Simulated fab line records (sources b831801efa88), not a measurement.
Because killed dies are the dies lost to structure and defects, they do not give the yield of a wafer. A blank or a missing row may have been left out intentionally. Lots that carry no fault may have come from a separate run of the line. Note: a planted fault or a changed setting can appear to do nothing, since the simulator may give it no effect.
Split-lot trial | flow sky130 | 27 wafers read from 5 lots, route of 708 steps

== THE SPLIT ==
At SKY_FIELD_ISO_OXIDATION_01 (stabilise 600 s, purge 300 s, target thk 12 nm), the setting ox-time-s was moved away from the recipe's 1843 s on 18 of the 27 wafers read, by -42.5% to +45.0%. The other wafers ran this setting at the recipe's value.

There is no step in the file separating the split from the reading.

== THE READING ==
At SKY_FIELD_ISO_THK_MEAS_02: FIELD_ISO_OXIDATION_00_THK, given in nm. Typical for fault-free wafers on this fab line: 11.87 nm, with standard deviation 0.26 nm.

wafer  | tool, chamber at the split | ox-time-s as run, s | against the recipe | FIELD_ISO_OXIDATION_00_THK, nm | against lot-mates on the recipe
L074.1 | -, -                       | 2652                | +43.9%             | 15.67                          | no lot-mate on the recipe
L074.2 | -, -                       | 2652                | +43.9%             | 15.65                          | no lot-mate on the recipe
L074.3 | -, -                       | 2652                | +43.9%             | 15.66                          | no lot-mate on the recipe
L074.4 | -, -                       | 2652                | +43.9%             | 15.58                          | no lot-mate on the recipe
L074.5 | -, -                       | 2652                | +43.9%             | 15.73                          | no lot-mate on the recipe
L074.6 | -, -                       | 2652                | +43.9%             | 15.61                          | no lot-mate on the recipe
L076.1 | -, -                       | 1060                | -42.5%             | 8.20                           | no lot-mate on the recipe
L076.2 | -, -                       | 1060                | -42.5%             | 8.24                           | no lot-mate on the recipe
L076.3 | -, -                       | 1060                | -42.5%             | 7.99                           | no lot-mate on the recipe
L076.4 | -, -                       | 1060                | -42.5%             | 8.02                           | no lot-mate on the recipe
L076.5 | -, -                       | 1060                | -42.5%             | 8.12                           | no lot-mate on the recipe
L076.6 | -, -                       | 1060                | -42.5%             | 8.06                           | no lot-mate on the recipe
L079.1 | furnace-02, 0              | 1843                | recipe             | 11.75                          | -
L079.2 | furnace-02, 0              | 1843                | recipe             | 11.56                          | -
L079.3 | furnace-02, 0              | 1843                | recipe             | 11.54                          | -
L083.1 | -, -                       | 2673                | +45.0%             | 15.62                          | no lot-mate on the recipe
L083.2 | -, -                       | 2673                | +45.0%             | 15.55                          | no lot-mate on the recipe
L083.3 | -, -                       | 2673                | +45.0%             | 15.70                          | no lot-mate on the recipe
L083.4 | -, -                       | 2673                | +45.0%             | 15.65                          | no lot-mate on the recipe
L083.5 | -, -                       | 2673                | +45.0%             | 15.56                          | no lot-mate on the recipe
L083.6 | -, -                       | 2673                | +45.0%             | 15.55                          | no lot-mate on the recipe
L085.1 | -, -                       | 1843                | recipe             | 11.93                          | -
L085.2 | -, -                       | 1843                | recipe             | 11.92                          | -
L085.3 | -, -                       | 1843                | recipe             | 11.86                          | -
L085.4 | -, -                       | 1843                | recipe             | 11.92                          | -
L085.5 | -, -                       | 1843                | recipe             | 11.98                          | -
L085.6 | -, -                       | 1843                | recipe             | 11.65                          | -

THE FIT
A straight line over all 27 wafers: FIELD_ISO_OXIDATION_00_THK changes by +0.0865 nm for each +1% of ox-time-s; r = +1.00; the points scatter about the line by 0.12 nm.
Too few moved wafers have a lot-mate on the recipe to fit a line with each lot's own level taken away.

== THE WHOLE CHAIN: every reading that the file lists as answering this split, in the file's order ==
step                       | what it does                                            | reading                                                                                | change (the file's fit)                | r (the file's)
SKY_FIELD_ISO_OXIDATION_01 | stabilise 600 s, purge 300 s, target thk 12 nm          | SiO2_of_FIELD_ISO_OXIDATION_01.thk-nm (the simulator's own value, which no gauge read) | +0.0865 nm for each +1% of the setting | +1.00
SKY_FIELD_ISO_THK_MEAS_02  |                                                         | FIELD_ISO_OXIDATION_00_THK                                                             | +0.0865 for each +1% of the setting    | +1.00
SKY_FIELD_ISO_WET_ETCH_29  | etches Si3N4 in H3PO4, target depth 160 nm, time 1825 s | SiO2_of_FIELD_ISO_OXIDATION_01.thk-nm (the simulator's own value, which no gauge read) | +0.0866 nm for each +1% of the setting | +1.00

== THE FILE'S OWN FIT ==
FIELD_ISO_OXIDATION_00_THK changes by +0.0865 nm for each +1% of ox-time-s, r = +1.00.
